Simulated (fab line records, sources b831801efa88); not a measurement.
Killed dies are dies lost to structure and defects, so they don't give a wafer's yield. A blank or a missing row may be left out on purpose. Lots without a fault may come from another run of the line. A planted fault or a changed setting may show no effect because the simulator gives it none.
Chamber matching | flow gf180mcu | GF_V3_ETCH_16 on rie_diel-01: 4 sister chambers
The step etches BARC in N2/H2. 16 wafers are shown with their chamber, then 8 later ones without.

WAFERS WITH THEIR CHAMBER
wafer  | chamber | drypump_motor_current_A (A) | oes_product_au (a.u.) | throttle_valve_pct (%)
L074.2 | 0       | 6.5                         | 0.855                 | 13.211
L074.5 | 1       | 5.6                         | 0.851                 | 13.216
L074.6 | 2       | 5.7                         | 0.853                 | 13.216
L077.4 | 0       | 6.5                         | 0.849                 | 13.228
L077.5 | 1       | 5.6                         | 0.849                 | 13.228
L077.6 | 2       | 5.7                         | 0.850                 | 13.216
L078.1 | 3       | 5.4                         | 0.855                 | 13.226
L078.2 | 2       | 5.6                         | 0.856                 | 13.220
L078.4 | 1       | 5.6                         | 0.850                 | 13.223
L082.2 | 0       | 6.6                         | 0.853                 | 13.226
L082.5 | 2       | 5.6                         | 0.858                 | 13.223
L082.6 | 3       | 5.5                         | 0.854                 | 13.234
L084.1 | 2       | 5.7                         | 0.853                 | 13.218
L084.2 | 0       | 6.5                         | 0.856                 | 13.235
L084.5 | 3       | 5.4                         | 0.851                 | 13.212
L086.1 | 2       | 5.7                         | 0.853                 | 13.221

SIGNATURES (means of the wafers above)
reading                 | chamber 0 | chamber 1 | chamber 2 | chamber 3 | scatter within a chamber
drypump_motor_current_A | 6.525     | 5.600     | 5.667     | 5.433     | 0.0479
oes_product_au          | 0.85325   | 0.85000   | 0.85383   | 0.85333   | 0.00255
throttle_valve_pct      | 13.22500  | 13.22233  | 13.21900  | 13.22400  | 0.00745
Rule: a wafer's distance from a chamber is the root of the sum, over the readings, of the square of ((its reading less the chamber's mean) divided by the reading's scatter). The wafer belongs to the nearest chamber; if the next one is less than 2 further off, it can't be placed. The scatter: the root of (the sum of the squares of (reading less its chamber's mean) over the shown wafers, divided by (wafers less chambers)).

WAFERS WITHOUT THEIR CHAMBER
wafer  | drypump_motor_current_A (A) | oes_product_au (a.u.) | throttle_valve_pct (%)
L086.4 | 6.5                         | 0.859                 | 13.229
L086.5 | 5.4                         | 0.844                 | 13.215
L087.1 | 5.6                         | 0.859                 | 13.215
L087.3 | 6.5                         | 0.863                 | 13.227
L087.6 | 6.5                         | 0.856                 | 13.231
L088.1 | 5.7                         | 0.850                 | 13.222
L088.3 | 5.6                         | 0.856                 | 13.226
L088.4 | 6.5                         | 0.860                 | 13.227

WHICH CHAMBER EACH WENT THROUGH
wafer  | from the rows above          | in truth
L086.4 | 0                            | 0
L086.5 | can't be placed: 3 or 1      | 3
L087.1 | can't be placed: 2 or 1 or 3 | 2
L087.3 | 0                            | 0
L087.6 | 0                            | 0
L088.1 | can't be placed: 2 or 1      | 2
L088.3 | can't be placed: 2 or 1 or 3 | 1
L088.4 | 0                            | 0
Placed correctly: 4 of 8. Can't be placed from these rows: 4 (the true chamber is among the candidates in 4). Placed wrongly: 0.
